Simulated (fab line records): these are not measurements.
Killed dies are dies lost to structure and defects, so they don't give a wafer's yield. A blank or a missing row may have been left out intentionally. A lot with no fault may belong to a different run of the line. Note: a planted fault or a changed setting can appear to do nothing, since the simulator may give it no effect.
Check for tools in common | flow gf180mcu | 13 lots and 39 wafers in the sample

## WHY THIS WAS OPENED
At GF_SAB_THK_MEAS_01 the reading SAB_CVD_00_THK is flagged on 2 of 13 lots. Wafers without a fault read 50.3 nm, standard deviation 0.83.
Rule: a lot is flagged when every wafer of it that has a number lies more than 4 standard deviations from that mean, or none has a number. All remaining lots are regarded as sound.

lot  | measured     | on           | SAB_CVD_00_THK (nm), wafer by wafer | flag
L398 | day 14 07:16 | filmMetro-01 | 50.2 50.6 50.9                      | 
L401 | day 15 07:45 | filmMetro-04 | 51.1 50.9 51.7                      | 
L402 | day 15 13:21 | filmMetro-03 | 50.6 50.0 51.7                      | 
L403 | day 15 22:41 | filmMetro-04 | 49.9 51.4 50.5                      | 
L405 | day 16 12:38 | filmMetro-03 | 48.9 49.3 50.8                      | 
L406 | day 17 01:50 | filmMetro-03 | 50.5 50.0 51.5                      | 
L407 | day 17 08:53 | filmMetro-04 | 71.5 69.9 71.8                      | FLAGGED
L409 | day 18 02:06 | filmMetro-01 | 70.0 71.3 71.8                      | FLAGGED
L410 | day 18 16:46 | filmMetro-03 | 50.0 50.2 51.6                      | 
L417 | day 21 02:04 | filmMetro-04 | 50.7 51.9 51.7                      | 
L418 | day 21 09:34 | filmMetro-04 | 49.9 52.1 50.8                      | 
L419 | day 21 19:04 | filmMetro-01 | 49.3 51.2 50.1                      | 
L420 | day 21 21:13 | filmMetro-01 | 49.8 48.6 50.8                      | 
Average over the flagged lots: 71.0 nm; offset from the usual +20.8 nm, equal to +25 standard deviations.

## WHICH TOOL EACH LOT WENT THROUGH
The record keeps 1 process step preceding the reading, out of 602 steps on the route. Every cell lists first the tool, next ch and the chambers used by the sampled wafers, and last the start.
lot  | flag    | GF_SAB_CVD_00
L398 |         | pecvd-02 ch 0,2, day 14 07:14
L401 |         | pecvd-04 ch 1,2, day 15 07:44
L402 |         | pecvd-04 ch 1,2, day 15 13:20
L403 |         | pecvd-04 ch 1,2, day 15 22:40
L405 |         | pecvd-01 ch 1,2, day 16 12:37
L406 |         | pecvd-01 ch 1,2, day 17 01:47
L407 | FLAGGED | pecvd-01 ch 0,1, day 17 08:52
L409 | FLAGGED | pecvd-01 ch 0,1,2, day 18 02:05
L410 |         | pecvd-04 ch 0,1,2, day 18 16:43
L417 |         | pecvd-02 ch 1,2, day 21 02:02
L418 |         | pecvd-04 ch 0,1, day 21 09:31
L419 |         | pecvd-01 ch 0,1,2, day 21 19:02
L420 |         | pecvd-04 ch 0,1,2, day 21 21:11
What is done by these steps:
- GF_SAB_CVD_00: deposits SiO2 from TEOS, target thk 50 nm, time 4.9302 s.
- GF_SAB_THK_MEAS_01

## FLAGGED AGAINST TOTAL, ONE TOOL AT A TIME (gauges that did the reading follow at the end)
step               | tool         | lots run | flagged | share of the flagged lots | sound lots run after its first flagged lot
GF_SAB_CVD_00      | pecvd-01     | 5        | 2       | all                       | 1 (L419)
GF_SAB_CVD_00      | pecvd-02     | 2        | 0       | none                      | -
GF_SAB_CVD_00      | pecvd-04     | 6        | 0       | none                      | -
GF_SAB_THK_MEAS_01 | filmMetro-01 | 4        | 1       | some                      | 2 (L419,L420)
GF_SAB_THK_MEAS_01 | filmMetro-03 | 4        | 0       | none                      | -
GF_SAB_THK_MEAS_01 | filmMetro-04 | 5        | 1       | some                      | 2 (L417,L418)

## WHAT IS ALLOWED BY THE TABLE
All flagged lots share 1 row of the table, namely pecvd-01 at GF_SAB_CVD_00.
- pecvd-01 at GF_SAB_CVD_00: 2 of its 5 lots flagged. Sound lots followed the first flagged one (L419) on it, something a lasting fault affecting the whole tool could not allow.
No row of the table ran every flagged lot and no sound lot after the first.

## WHAT THE SIMULATOR HAD INSERTED
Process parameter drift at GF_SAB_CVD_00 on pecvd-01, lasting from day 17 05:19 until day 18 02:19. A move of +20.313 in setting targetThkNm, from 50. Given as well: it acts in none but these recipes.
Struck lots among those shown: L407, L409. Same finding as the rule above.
